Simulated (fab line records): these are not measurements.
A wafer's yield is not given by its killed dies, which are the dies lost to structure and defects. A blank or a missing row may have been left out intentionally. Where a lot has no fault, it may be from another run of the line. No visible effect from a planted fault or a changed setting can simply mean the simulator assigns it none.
Chamber matching + flow gf180mcu + pecvd-03 running GF_V3_CVD_02: 3 sister chambers
The step deposits SiO2 from TEOS, target thk 850 nm, time 94.851 s. 3 wafers are shown with their chamber, then 8 later ones without.

## WAFERS PAIRED WITH THEIR CHAMBERS
| wafer  | chamber | heater-power-w (W) |
|--------|---------|--------------------|
| L083.6 | 2       | 481                |
| L088.5 | 0       | 715                |
| L090.3 | 1       | 628                |

## WAFERS WITHOUT THEIR CHAMBER
| wafer  | heater-power-w (W) |
|--------|--------------------|
| L090.5 | 611                |
| L090.6 | 682                |
| L094.1 | 644                |
| L094.3 | 562                |
| L094.4 | 688                |
| L096.1 | 736                |
| L096.4 | 669                |
| L096.6 | 596                |

## EACH ONE'S CHAMBER
| wafer  | from the rows above     | in truth                   |
|--------|-------------------------|----------------------------|
| L090.5 | 1                       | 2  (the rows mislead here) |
| L090.6 | can't be placed: 0 or 1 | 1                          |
| L094.1 | can't be placed: 1 or 0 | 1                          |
| L094.3 | can't be placed: 1 or 2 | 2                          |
| L094.4 | can't be placed: 0 or 1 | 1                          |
| L096.1 | 0                       | 0                          |
| L096.4 | can't be placed: 1 or 0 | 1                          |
| L096.6 | 1                       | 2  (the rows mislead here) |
1 of 8 placed correctly. Not placeable from these rows: 5 (in 5, the candidates include the true chamber). Wrongly placed: 2.
How it was worked out, from the rows above alone: a wafer's distance from a chamber is the root of the sum, over the readings, of the square of ((its reading less the chamber's mean) divided by the reading's scatter). The wafer belongs to the nearest chamber; if the next one is less than 2 further off, it can't be placed. For every chamber, the mean is computed from those of its wafers that are shown. The scatter: root of mean squared gap, hidden wafer to nearest shown wafer, with one shown wafer a chamber.
